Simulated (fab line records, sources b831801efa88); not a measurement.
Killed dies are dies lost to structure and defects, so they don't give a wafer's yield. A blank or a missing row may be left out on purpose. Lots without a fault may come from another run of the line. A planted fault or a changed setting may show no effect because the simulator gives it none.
One fault seen from 2 desks | flow gf180mcu | each desk has only its own numbers; what lay behind them comes last

THE TOOL OWNER'S DESK: litho_track-03
The tool's own readings at GF_M4_PEB_12 (peb time 90 s): means of the sampled wafers that have a number, for each lot that ran on this tool. A lot is out of limits, marked OUT, if its mean lies more than 4 standard deviations from the usual mean; the brackets give that distance.
Columns: A = heater_power_total_W at GF_M4_PEB_12, usual 85.70 W; B = plate_temp_C at GF_M4_PEB_12, usual 135.01 C
lot  | first seen here | A               | B
L167 | day 23 23:08    | 85.72           | 135.06
L174 | day 26 21:08    | 82.45 (-38) OUT | 131.05 (-28) OUT
L176 | day 27 14:50    | 82.54 (-37) OUT | 131.25 (-27) OUT
This desk's finding: out of limits on L174, L176; first on L174, day 26 21:08 (heater_power_total_W at GF_M4_PEB_12). In limits: L167.

THE METROLOGY DESK
What the gauges read, lot by lot, whatever tool the lot ran on: means of the sampled wafers that have a number. A lot is out of limits, marked OUT, if its mean lies more than 4 standard deviations from the usual mean; the brackets give that distance.
Columns: A = V3_BOW at GF_V3_BOW_MEAS_05, usual 117 um; B = cd_nm at GF_M4_CD_MEAS_14, usual 280.4 nm
lot  | first seen here | A   | B
L165 | day 21 09:19    | 115 | 278.5
L166 | day 21 15:07    | 112 | 280.7
L167 | day 21 23:54    | 111 | 277.9
L174 | day 25 03:10    | 120 | 293.6 (+10) OUT
L176 | day 25 20:00    | 113 | 290.4 (+7.7) OUT
L177 | day 25 20:55    | 118 | 281.9
L182 | day 27 10:58    | 131 | 283.2
L185 | day 28 01:19    | 119 | 280.8
L184 | day 28 02:17    | 114 | 279.6
L186 | day 28 10:13    | 113 | 278.8
L187 | day 28 12:04    | 108 | 279.6
L188 | day 28 19:47    | 119 | 279.5
This desk's finding: out of limits on L174, L176; first on L174, day 26 21:29 (cd_nm at GF_M4_CD_MEAS_14). In limits: L165, L166, L167, L177, L182, L185, L184, L186, L187, L188.

PUT TOGETHER
The tool owner's desk could have raised an alarm at day 26 21:08, on L174, L176.
The metrology desk could have raised an alarm at day 26 21:29, on L174, L176.
Of the lots named, all ran GF_M4_PEB_12 on litho_track-03.

WHAT THE SIMULATOR HAD PUT IN
Process parameter drift: litho_track-03, from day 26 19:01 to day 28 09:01, at GF_M4_PEB_12. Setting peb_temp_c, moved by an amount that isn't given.
Lots struck among those shown: L174, L176.
Hours from the fault's start to each desk's first reading out of limits: the tool owner's desk, 2; the metrology desk, 2.
